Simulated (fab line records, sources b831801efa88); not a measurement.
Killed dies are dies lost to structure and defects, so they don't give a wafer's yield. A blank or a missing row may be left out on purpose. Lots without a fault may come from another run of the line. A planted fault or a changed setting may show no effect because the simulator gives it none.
A struck lot beside a sound one | flow sky130 | 44 steps out of a route of 708
Sound: wafers L328.2, L328.4, L328.6. Struck: wafer L346.2. (L346.4, L346.6 of the same lot were not struck and are left out.) The cause comes at the end.
At each step with rows: each side's tool, then ch and its chambers, then its first start. Under that, the readings that differ: sound wafers | struck wafers | difference of the means | sigmas: that difference in standard deviations of wafers without a fault.
alike: readings whose means differ by less than 2 such deviations, and words and numbers that are the same on both sides. not compared: withheld readings, readings that some wafer has no value for, bounds like >300 that may hide the same value, and numbers for which the record gives no deviation and whose values overlap.
The two part at a step that has a row with sigmas, a row that says differs or no value, or rows on one side only. Numbers that don't overlap but have no deviation are shown without sigmas and don't part them. A reading that every wafer of one side lacks parts them only if that side has two wafers or more.

first, 1 step without rows for these wafers: SKY_VIA2_SPUTTER_20 (material TiN, target thk 20 nm, time 80 s).
SKY_VIA2_CVD_21: deposits W, target thk 420 nm, time 126.4 s.
  sound on cvd_w-02 ch 0,1, day 36 20:26; struck on cvd_w-01 ch 1, day 42 12:42
  alike: heater_power_outer_w, heater_power_w
SKY_VIA2_RS_MEAS_22: measures by four-point-probe.
  sound on film_metro-04, day 36 20:35; struck on film_metro-04, day 42 12:51
  alike: VIA2_W_RS
SKY_VIA2_THK_MEAS_23: measures by xrf.
  sound on film_metro-04, day 36 20:41; struck on film_metro-04, day 42 12:58
  alike: VIA2_W_THK
SKY_VIA2_CMP_24: polishes, stops on SiO2, t overpolish 20 s, target thk 0 nm.
  sound on cmp-02 ch 0,2,3, day 36 20:58; struck on cmp-02 ch 1, day 42 13:01
  reading            | sound             | struck | difference | sigmas
  slurry_flow_ml_min | 149.4 149.3 149.4 | 150.6  | +1.2       | +3
  alike: motor_current_A, overpolish_run_s, retaining_ring_pressure_frac, time_to_endpoint_s
then, 2 steps without rows for these wafers: SKY_METAL3_SPUTTER_00 (material Ti, target thk 15 nm, time 10 s); SKY_METAL3_SPUTTER_01 (material TiN, target thk 20 nm, time 16.7 s).
SKY_METAL3_SPUTTER_02: material AlCu, target thk 735 nm, time 39.1 s.
  sound on pvd_sputter-03, day 36 21:16; struck on pvd_sputter-04, day 42 13:22
  alike: throttle_valve_pct
then, 2 steps without rows for these wafers: SKY_METAL3_SPUTTER_03 (material Ti, target thk 5 nm, time 3.3 s); SKY_METAL3_SPUTTER_04 (material TiN, target thk 70 nm, time 58.3 s).
SKY_CAPM_CVD_00: deposits SiO2, target thk 15.5 nm.
  sound on pecvd-03 ch 0,2, day 36 21:22; struck on pecvd-02 ch 0, day 42 13:28
  alike: heater_power_outer_w, heater_power_w
SKY_CAPM_THK_MEAS_01:
  sound on film_metro-02, day 36 21:25; struck on film_metro-01, day 42 13:30
  alike: CAPM_CVD_00_THK
SKY_CAPM_SPUTTER_02: material TiN, target thk 200 nm, time 166.7 s.
  sound on pvd_sputter-01, day 36 21:28; struck on pvd_sputter-01, day 42 13:33
  reading                                  | sound             | struck | difference | sigmas
  model.TiN_of_CAPM_SPUTTER_02.thk_nm (nm) | 199.2 198.3 198.5 | 212.5  | +13.8      |
  alike: throttle_valve_pct
SKY_CAPM_RS_MEAS_03: measures by four-point-probe.
  sound on film_metro-02, day 36 21:35; struck on film_metro-02, day 42 13:41
  reading              | sound          | struck | difference | sigmas
  CAPM_TIN_RS (ohm/sq) | 6.92 6.98 6.97 | 6.51   | -0.45      | -6
SKY_CAPM_THK_MEAS_04: measures by xrf.
  sound on film_metro-02, day 36 21:42; struck on film_metro-02, day 42 13:47
  reading           | sound             | struck | difference | sigmas
  CAPM_TIN_THK (nm) | 199.6 198.9 198.0 | 211.2  | +12.4      | +5
then, 7 steps without rows for these wafers: SKY_CAPM_DEHYDRATE_05 (time 60 s); SKY_CAPM_HMDS_06 (prime time 60 s); SKY_CAPM_COAT_07 (resist thk 1140 nm); SKY_CAPM_SOFTBAKE_08 (time 60 s); SKY_CAPM_EXPOSE_09 (exposes mask CAPM, target cd 1000 nm); SKY_CAPM_PEB_10; SKY_CAPM_DEVELOP_11 (develop time 60 s).
SKY_CAPM_OVL_MEAS_12:
  sound on overlay-02, day 37 23:26; struck on overlay-02, day 43 12:56
  alike: CAPM_OVL
SKY_CAPM_METAL_ETCH_13: etches TiN in Cl2/BCl3, stops on SiO2, target depth 220 nm, time 62.9 s.
  sound on rie_metal-01 ch 0, day 37 23:28; struck on rie_metal-01 ch 0, day 43 12:58
  reading                | sound                | struck | difference | sigmas
  oes_product_au (a.u.)  | 0.934 0.939 0.935    | 0.971  | +0.035     | +4
  throttle_valve_pct (%) | 21.906 21.900 21.895 | 21.872 | -0.028     | -3
  alike: drypump_motor_current_A, mfc_cl2_sccm
  not compared: rf_hours_counter_h
then, 12 steps without rows for these wafers: SKY_CAPM_STRIP_14 (strips in O2/N2); SKY_CAPM_STRIP_15 (strips in post etch residue remover, time 1200 s); SKY_CAPM_CLEAN_16 (cleans in IPA, time 180 s); SKY_CAPM_CLEAN_17 (cleans in O3/DIW); SKY_METAL3_DEHYDRATE_05 (time 60 s); SKY_METAL3_HMDS_06 (prime time 60 s); SKY_METAL3_COAT_07 (resist thk 60 nm); SKY_METAL3_COAT_08 (resist thk 1140 nm); SKY_METAL3_SOFTBAKE_09 (time 90 s); SKY_METAL3_EXPOSE_10 (exposes mask MM3, target cd 300 nm); SKY_METAL3_PEB_11; SKY_METAL3_DEVELOP_12 (develop time 60 s).
SKY_METAL3_CD_MEAS_13: target cd 300 nm.
  sound on cd_sem-01, day 39 00:56; struck on cd_sem-01, day 44 12:11
  alike: cd_nm
SKY_METAL3_OVL_MEAS_14:
  sound on overlay-01, day 39 01:03; struck on overlay-02, day 44 12:18
  alike: METAL3_OVL
SKY_METAL3_DESCUM_15: chemistry O2, time 8 s.
  sound on rie_metal-04 ch 0,1, day 39 01:05; struck on rie_metal-01 ch 0, day 44 12:20
  reading                     | sound       | struck | difference | sigmas
  drypump_motor_current_A (A) | 6.4 6.8 6.4 | 5.5    | -1.0       | -2
  alike: oes_product_au
  not compared: rf_hours_counter_h
then, 3 steps without rows for these wafers: SKY_METAL3_ETCH_16 (etches BARC in N2/H2, stops on SiO2, time 88.2 s, target depth 60 nm); SKY_METAL3_ETCH_17 (etches SiO2 in C4F8/O2/Ar, stops on TiN, time 3.9 s, target depth 15 nm); SKY_METAL3_METAL_ETCH_18 (etches the open film in Cl2/BCl3, stops on SiO2, target depth 845 nm, time 183.1 s).
SKY_METAL3_STRIP_20: strips in post etch residue remover, time 1200 s.
  sound on wet_bench-04 ch 3, day 39 01:31; struck on wet_bench-02 ch 0, day 44 12:56
  reading                                  | sound             | struck | difference | sigmas
  model.TiN_of_CAPM_SPUTTER_02.thk_nm (nm) | 198.4 197.4 197.6 | 211.7  | +13.9      |
-- the record jumps here: 6 days lie between the struck wafers' starts before and after (it left off in module METAL3 and takes up again in module PAD_OPEN, whose first step shown is number 708 of the route) --
SKY_PAD_OPEN_PROBE_99:
  sound on prober-02, day 46 06:05; struck on prober-02, day 50 14:00
  reading                          | sound             | struck | difference | sigmas
  model.etest.cap_mim.plate_ohm_sq | 6.048 6.113 6.026 | 5.668  | -0.394     |
  alike: defect_limited_yield, killed_at_M0_to_M3, killed_at_M4_up, killed_at_contacts, killed_at_front_end, killed_at_other, killed_dies, killed_open, killed_short, sort_bin_3_pad_short, sort_bin_5_function, sort_bin_6_memory, sort_n_pass, sort_yield_pct

WHERE THEY PART
First at SKY_VIA2_CMP_24; last, within this record, at SKY_METAL3_DESCUM_15. Later steps at which nothing parts them and some readings are alike: SKY_PAD_OPEN_PROBE_99.

WHY: what the simulator had put in
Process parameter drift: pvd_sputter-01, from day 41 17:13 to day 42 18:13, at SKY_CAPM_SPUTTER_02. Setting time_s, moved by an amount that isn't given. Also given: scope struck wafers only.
